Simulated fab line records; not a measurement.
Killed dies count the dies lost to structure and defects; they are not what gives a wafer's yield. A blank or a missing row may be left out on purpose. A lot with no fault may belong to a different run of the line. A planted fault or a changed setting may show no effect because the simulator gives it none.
The tool behind it: which one? / flow gf180mcu / 13 lots, 39 wafers sampled, at 5 steps of a route of 602

WHAT EACH GAUGE READ, for each wafer
GF_CONTACT_CD_MEAS_14: target cd 220 nm. Usual: 219.9 nm for cd-nm, sd 1.8.
lot=L449; measured=day 16 16:44; on=cd-sem-01; cd-nm (nm)=219.2 218.9 220.0; flag=
lot=L450; measured=day 16 17:02; on=cd-sem-01; cd-nm (nm)=220.6 221.3 222.8; flag=
lot=L452; measured=day 17 12:10; on=cd-sem-01; cd-nm (nm)=219.6 219.5 219.3; flag=
lot=L453; measured=day 17 17:58; on=cd-sem-01; cd-nm (nm)=219.5 220.1 220.2; flag=
lot=L455; measured=day 18 08:47; on=cd-sem-02; cd-nm (nm)=220.1 221.3 220.2; flag=
lot=L456; measured=day 18 15:38; on=cd-sem-02; cd-nm (nm)=219.5 219.0 219.3; flag=
lot=L458; measured=day 20 01:32; on=cd-sem-01; cd-nm (nm)=219.8 218.4 218.3; flag=
lot=L459; measured=day 20 03:35; on=cd-sem-01; cd-nm (nm)=221.9 221.4 221.4; flag=
lot=L460; measured=day 20 09:19; on=cd-sem-02; cd-nm (nm)=227.3 227.0 227.1; flag=OFF
lot=L461; measured=day 20 18:34; on=cd-sem-02; cd-nm (nm)=227.3 227.7 227.3; flag=OFF
lot=L469; measured=day 23 08:17; on=cd-sem-02; cd-nm (nm)=219.8 219.4 219.0; flag=
lot=L471; measured=day 24 00:16; on=cd-sem-01; cd-nm (nm)=218.8 219.4 220.9; flag=
lot=L472; measured=day 24 07:02; on=cd-sem-02; cd-nm (nm)=220.8 220.1 219.6; flag=

GF_M3_CD_MEAS_14: target cd 280 nm. Usual: 279.8 nm for cd-nm, sd 1.4.
lot=L449; measured=day 22 01:21; on=cd-sem-02; cd-nm (nm)=278.6 279.4 279.1; flag=
lot=L450; measured=day 22 01:40; on=cd-sem-02; cd-nm (nm)=280.3 280.4 279.0; flag=
lot=L452; measured=day 22 19:50; on=cd-sem-01; cd-nm (nm)=281.7 280.0 281.9; flag=
lot=L453; measured=day 23 00:46; on=cd-sem-02; cd-nm (nm)=280.0 280.8 279.8; flag=
lot=L455; measured=day 23 16:28; on=cd-sem-01; cd-nm (nm)=279.9 279.2 276.7; flag=
lot=L456; measured=day 23 23:14; on=cd-sem-01; cd-nm (nm)=279.2 279.7 279.2; flag=
lot=L458; measured=day 25 05:49; on=cd-sem-02; cd-nm (nm)=279.7 279.3 279.0; flag=
lot=L459; measured=day 25 07:17; on=cd-sem-02; cd-nm (nm)=278.5 278.5 277.4; flag=
lot=L460; measured=day 25 11:34; on=cd-sem-01; cd-nm (nm)=282.8 282.4 282.1; flag=
lot=L461; measured=day 25 20:16; on=cd-sem-02; cd-nm (nm)=281.6 280.3 281.7; flag=
lot=L469; measured=day 28 03:16; on=cd-sem-02; cd-nm (nm)=280.3 281.4 279.7; flag=
lot=L471; measured=day 28 16:41; on=cd-sem-02; cd-nm (nm)=280.2 278.6 279.2; flag=
lot=L472; measured=day 28 21:22; on=cd-sem-01; cd-nm (nm)=281.2 282.5 281.2; flag=

GF_M3_OVL_MEAS_15. Usual: for M3_OVL the level is -2 nm and the standard deviation is 6.
lot=L449; measured=day 22 01:26; on=overlay-01; M3_OVL (nm)=-1 -2 -6; flag=
lot=L450; measured=day 22 01:47; on=overlay-02; M3_OVL (nm)=-9 -9 -14; flag=
lot=L452; measured=day 22 19:56; on=overlay-01; M3_OVL (nm)=3 3 6; flag=
lot=L453; measured=day 23 00:53; on=overlay-01; M3_OVL (nm)=5 -3 2; flag=
lot=L455; measured=day 23 16:35; on=overlay-02; M3_OVL (nm)=-12 -12 -6; flag=
lot=L456; measured=day 23 23:20; on=overlay-01; M3_OVL (nm)=2 -1 3; flag=
lot=L458; measured=day 25 05:56; on=overlay-01; M3_OVL (nm)=-8 6 -3; flag=
lot=L459; measured=day 25 07:24; on=overlay-02; M3_OVL (nm)=-8 -9 0; flag=
lot=L460; measured=day 25 11:41; on=overlay-01; M3_OVL (nm)=-14 -6 -8; flag=
lot=L461; measured=day 25 20:23; on=overlay-02; M3_OVL (nm)=-4 0 -7; flag=
lot=L469; measured=day 28 03:23; on=overlay-01; M3_OVL (nm)=-11 -9 -8; flag=
lot=L471; measured=day 28 16:47; on=overlay-02; M3_OVL (nm)=-2 -1 -4; flag=
lot=L472; measured=day 28 21:29; on=overlay-02; M3_OVL (nm)=3 -4 2; flag=

EACH LOT AND THE TOOL THAT RAN IT (in order: tool; ch and the chambers of the sampled wafers; start)
lot=L449; GF_CONTACT_PEB_12=litho-track-01 ch 0, day 16 16:25; GF_M2_STRIP_17=plasma-asher-04 ch 0,1, day 19 22:07
lot=L450; GF_CONTACT_PEB_12=litho-track-01 ch 0, day 16 16:41; GF_M2_STRIP_17=plasma-asher-03 ch 0,1, day 19 22:28
lot=L452; GF_CONTACT_PEB_12=litho-track-01 ch 0, day 17 11:50; GF_M2_STRIP_17=plasma-asher-02 ch 0,1, day 20 17:31
lot=L453; GF_CONTACT_PEB_12=litho-track-03 ch 0, day 17 17:37; GF_M2_STRIP_17=plasma-asher-02 ch 0,1, day 20 22:50
lot=L455; GF_CONTACT_PEB_12=litho-track-01 ch 0, day 18 08:26; GF_M2_STRIP_17=plasma-asher-02 ch 0,1, day 21 14:55
lot=L456; GF_CONTACT_PEB_12=litho-track-03 ch 0, day 18 15:18; GF_M2_STRIP_17=plasma-asher-03 ch 0,1, day 21 21:53
lot=L458; GF_CONTACT_PEB_12=litho-track-01 ch 0, day 20 01:11; GF_M2_STRIP_17=plasma-asher-02 ch 0,1, day 23 05:46
lot=L459; GF_CONTACT_PEB_12=litho-track-03 ch 0, day 20 03:15; GF_M2_STRIP_17=plasma-asher-04 ch 0,1, day 23 07:32
lot=L460; GF_CONTACT_PEB_12=litho-track-03 ch 0, day 20 08:58; GF_M2_STRIP_17=plasma-asher-04 ch 1, day 23 12:53
lot=L461; GF_CONTACT_PEB_12=litho-track-03 ch 0, day 20 18:13; GF_M2_STRIP_17=plasma-asher-03 ch 0,1, day 23 21:55
lot=L469; GF_CONTACT_PEB_12=litho-track-01 ch 0, day 23 07:56; GF_M2_STRIP_17=plasma-asher-03 ch 0,1, day 26 06:41
lot=L471; GF_CONTACT_PEB_12=litho-track-01 ch 0, day 23 23:55; GF_M2_STRIP_17=plasma-asher-04 ch 0,1, day 26 20:44
lot=L472; GF_CONTACT_PEB_12=litho-track-01 ch 0, day 24 06:41; GF_M2_STRIP_17=plasma-asher-04 ch 0,1, day 27 02:52
- GF_CONTACT_PEB_12: peb time 90 s.
- GF_M2_STRIP_17: strips in O2/N2.

AS READ BY THE TOOLS THEMSELVES (means over the sampled wafers that have a number; for cases with no such wafer, the mark the record gives instead)
GF_CONTACT_PEB_12. Usual: exhaust-pa 44.8 Pa, standard deviation 0.99; heater-power-total-W 85.69 W, standard deviation 0.083; plate-temp-C 135.00 C, standard deviation 0.14.
lot=L449; tool=litho-track-01; exhaust-pa (Pa)=45.4; heater-power-total-W (W)=85.67; plate-temp-C (C)=134.91; flag=
lot=L450; tool=litho-track-01; exhaust-pa (Pa)=44.5; heater-power-total-W (W)=85.60; plate-temp-C (C)=134.98; flag=
lot=L452; tool=litho-track-01; exhaust-pa (Pa)=44.1; heater-power-total-W (W)=85.63; plate-temp-C (C)=134.92; flag=
lot=L453; tool=litho-track-03; exhaust-pa (Pa)=45.5; heater-power-total-W (W)=85.74; plate-temp-C (C)=134.87; flag=
lot=L455; tool=litho-track-01; exhaust-pa (Pa)=43.2; heater-power-total-W (W)=85.68; plate-temp-C (C)=135.03; flag=
lot=L456; tool=litho-track-03; exhaust-pa (Pa)=44.5; heater-power-total-W (W)=85.69; plate-temp-C (C)=134.99; flag=
lot=L458; tool=litho-track-01; exhaust-pa (Pa)=44.6; heater-power-total-W (W)=85.75; plate-temp-C (C)=135.02; flag=
lot=L459; tool=litho-track-03; exhaust-pa (Pa)=44.2; heater-power-total-W (W)=85.80; plate-temp-C (C)=134.96; flag=
lot=L460; tool=litho-track-03; exhaust-pa (Pa)=46.0; heater-power-total-W (W)=88.37; plate-temp-C (C)=138.13; flag=OFF
lot=L461; tool=litho-track-03; exhaust-pa (Pa)=43.5; heater-power-total-W (W)=88.32; plate-temp-C (C)=138.12; flag=OFF
lot=L469; tool=litho-track-01; exhaust-pa (Pa)=45.6; heater-power-total-W (W)=85.76; plate-temp-C (C)=135.04; flag=
lot=L471; tool=litho-track-01; exhaust-pa (Pa)=44.8; heater-power-total-W (W)=85.74; plate-temp-C (C)=134.88; flag=
lot=L472; tool=litho-track-01; exhaust-pa (Pa)=46.0; heater-power-total-W (W)=85.68; plate-temp-C (C)=134.97; flag=

GF_M2_STRIP_17. Usual: chamber-pressure-mTorr 1499.9 mTorr, standard deviation 1.2; drypump-motor-current-A 5.6 A, standard deviation 0.64; heater-power-w 334 W, standard deviation 15; oes-product-au 0.537 a.u., standard deviation 0.0049; strip-time-to-endpoint-s 7.37 s, standard deviation 0.052.
lot=L449; tool=plasma-asher-04; chamber-pressure-mTorr (mTorr)=1499.0; drypump-motor-current-A (A)=6.1; heater-power-w (W)=332; oes-product-au (a.u.)=0.538; strip-time-to-endpoint-s (s)=7.35; flag=
lot=L450; tool=plasma-asher-03; chamber-pressure-mTorr (mTorr)=1498.8; drypump-motor-current-A (A)=5.7; heater-power-w (W)=323; oes-product-au (a.u.)=0.534; strip-time-to-endpoint-s (s)=7.33; flag=
lot=L452; tool=plasma-asher-02; chamber-pressure-mTorr (mTorr)=1499.9; drypump-motor-current-A (A)=4.8; heater-power-w (W)=347; oes-product-au (a.u.)=0.532; strip-time-to-endpoint-s (s)=7.29; flag=
lot=L453; tool=plasma-asher-02; chamber-pressure-mTorr (mTorr)=1500.2; drypump-motor-current-A (A)=4.9; heater-power-w (W)=353; oes-product-au (a.u.)=0.532; strip-time-to-endpoint-s (s)=7.34; flag=
lot=L455; tool=plasma-asher-02; chamber-pressure-mTorr (mTorr)=1498.0; drypump-motor-current-A (A)=4.8; heater-power-w (W)=354; oes-product-au (a.u.)=0.531; strip-time-to-endpoint-s (s)=7.32; flag=
lot=L456; tool=plasma-asher-03; chamber-pressure-mTorr (mTorr)=1500.7; drypump-motor-current-A (A)=5.7; heater-power-w (W)=320; oes-product-au (a.u.)=0.535; strip-time-to-endpoint-s (s)=7.39; flag=
lot=L458; tool=plasma-asher-02; chamber-pressure-mTorr (mTorr)=1499.7; drypump-motor-current-A (A)=4.8; heater-power-w (W)=350; oes-product-au (a.u.)=0.538; strip-time-to-endpoint-s (s)=7.32; flag=
lot=L459; tool=plasma-asher-04; chamber-pressure-mTorr (mTorr)=1498.5; drypump-motor-current-A (A)=6.1; heater-power-w (W)=329; oes-product-au (a.u.)=0.538; strip-time-to-endpoint-s (s)=7.34; flag=
lot=L460; tool=plasma-asher-04; chamber-pressure-mTorr (mTorr)=1500.4; drypump-motor-current-A (A)=6.5; heater-power-w (W)=338; oes-product-au (a.u.)=0.540; strip-time-to-endpoint-s (s)=7.40; flag=
lot=L461; tool=plasma-asher-03; chamber-pressure-mTorr (mTorr)=1498.1; drypump-motor-current-A (A)=6.0; heater-power-w (W)=315; oes-product-au (a.u.)=0.532; strip-time-to-endpoint-s (s)=7.38; flag=
lot=L469; tool=plasma-asher-03; chamber-pressure-mTorr (mTorr)=1500.1; drypump-motor-current-A (A)=6.0; heater-power-w (W)=314; oes-product-au (a.u.)=0.540; strip-time-to-endpoint-s (s)=7.41; flag=
lot=L471; tool=plasma-asher-04; chamber-pressure-mTorr (mTorr)=1499.5; drypump-motor-current-A (A)=5.8; heater-power-w (W)=324; oes-product-au (a.u.)=0.533; strip-time-to-endpoint-s (s)=7.36; flag=
lot=L472; tool=plasma-asher-04; chamber-pressure-mTorr (mTorr)=1500.1; drypump-motor-current-A (A)=5.8; heater-power-w (W)=323; oes-product-au (a.u.)=0.541; strip-time-to-endpoint-s (s)=7.37; flag=

THE ANSWER, worked out from the rows above alone
Rule: lot off if the mean of its wafers having a number is beyond 3 standard deviations from the usual mean. Also off: a lot with no number at a reading for which 4 or more lots have one. Where the step has rows for the other lots, those lots are counted as sound. The gauges are gone through in route order, then the tools' own readings, and for those a lot's mean is taken as printed above. The first step at which some lot is off is used, and at that step the reading that is off furthest; a lot without a number counts as furthest.
Off, at GF_CONTACT_CD_MEAS_14 on cd-nm: L460, L461.
If a tool, at a process step before that reading, ran all the lots that are off and no sound lot after the first of them, it fits. The gauges at GF_CONTACT_CD_MEAS_14 aren't tried: what is off there is off at GF_CONTACT_PEB_12 too, on other tools, and a gauge's error can't cause that. One candidate fits, namely litho-track-03 at GF_CONTACT_PEB_12. Its last sound lot is L459 (day 20 03:15), its first lot that is off L460 (day 20 08:58): a fault that began between those two fits.
The tool's own readings at GF_CONTACT_PEB_12 bear it out: on the lots that are off they differ by more than 5 times the standard deviation of the sound lots' means. heater-power-total-W reads 88.34 W there against 85.70 W on the sound lots; plate-temp-C reads 138.12 C there against 134.96 C on the sound lots.

WHAT THE SIMULATOR HAD INSERTED
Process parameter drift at GF_CONTACT_PEB_12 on litho-track-03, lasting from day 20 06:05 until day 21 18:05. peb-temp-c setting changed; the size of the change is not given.
Shown lots that were struck: L460, L461. The same result came from the rule above.
